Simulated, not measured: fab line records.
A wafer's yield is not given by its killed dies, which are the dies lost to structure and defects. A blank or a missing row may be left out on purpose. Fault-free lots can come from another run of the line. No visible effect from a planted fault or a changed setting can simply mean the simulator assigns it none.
Problem report in the 8D (eight disciplines) form, filled by code + flow sky130 + the parts of the form that need people (team, actions taken, sign-off) are left out

## 1. WHAT WENT WRONG
Mean of rf-fwd-power-W at SKY_METAL3_ETCH_16: 576.8 W across 6 wafers in 2 lots; on wafers with no fault it is 496.8 W (standard deviation 1.9). That puts it +42 standard deviations away from the usual mean.
The step: etches BARC in N2/H2, stops on SiO2, time 88.2 s, target depth 60 nm.
First seen on wafer L131.1, day 42 11:20, on rie-metal-03. The record holds 36 wafers of 12 lots with a number at this step. Rule for "out" (also "out of limits"): further than 4 standard deviations from the usual mean. The rest of the wafers with a number are treated as sound.

## 2. WHAT THIS IS AND IS NOT
| question                    | is                     | is not                                                                                 |
|-----------------------------|------------------------|----------------------------------------------------------------------------------------|
| which readings at this step | rf-fwd-power-W         | drypump-motor-current-A, oes-product-au, throttle-valve-pct                            |
| which lots                  | L131, L135             | L122, L123, L124, L125, L127, L130, L132, L138, L141, L142                             |
| which wafers of those lots  | all that have a number | -                                                                                      |
| read on which tools         | rie-metal-03           | rie-metal-01, rie-metal-04                                                             |
| when                        | from day 42 11:20      | up to then (18 sound wafers); but 12 sound wafers of L132, L138, L141, L142 came after |

## 3. SUSPECTS, AND WHAT RULES EACH OUT
Counting: a tool stays on the suspect list if, at a process step up to the reading, it processed all lots that are out and no sound lot following the first of them.
- rie-metal-03 at SKY_METAL3_ETCH_16 (etches BARC in N2/H2, stops on SiO2, time 88.2 s, target depth 60 nm): kept. All lots that are out passed through it, beginning with L131 at day 42 11:20, and no sound lot followed; its final sound lot before that point was L127 at day 41 04:02. Out on those wafers are its own readings of rf-fwd-power-W.
The count leaves rie-metal-03 at SKY_METAL3_ETCH_16.

## 4. THE CAUSE (what the simulator had put in)
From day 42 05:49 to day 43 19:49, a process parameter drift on rie-metal-03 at SKY_METAL3_ETCH_16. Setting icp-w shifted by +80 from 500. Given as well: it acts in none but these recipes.
After counting, this tool was the only one left.

## 5. THE EFFECT CHAIN, in route order
Each row: a reading where the mean over the struck wafers with a number is more than 3 standard deviations away from the usual. Scope: only readings with a usual standard deviation given in the record; hours: median across lots of the time from each lot's start at the first step in this table that gives one to its start at this step; sigmas: change in usual standard deviations.
| hours | step               | reading        | usual   | on struck wafers | change | sigmas |
|-------|--------------------|----------------|---------|------------------|--------|--------|
| 0     | SKY_METAL3_ETCH_16 | rf-fwd-power-W | 496.8 W | 576.8            | +80.0  | +42    |
Here are the process steps it includes:
- SKY_METAL3_ETCH_16: etches BARC in N2/H2, stops on SiO2, time 88.2 s, target depth 60 nm.

## 6. HOW IT WOULD HAVE BEEN CAUGHT EARLIER
The fault began at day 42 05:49; the first out-of-limits reading in this record came at day 42 11:20, 6 hours later.
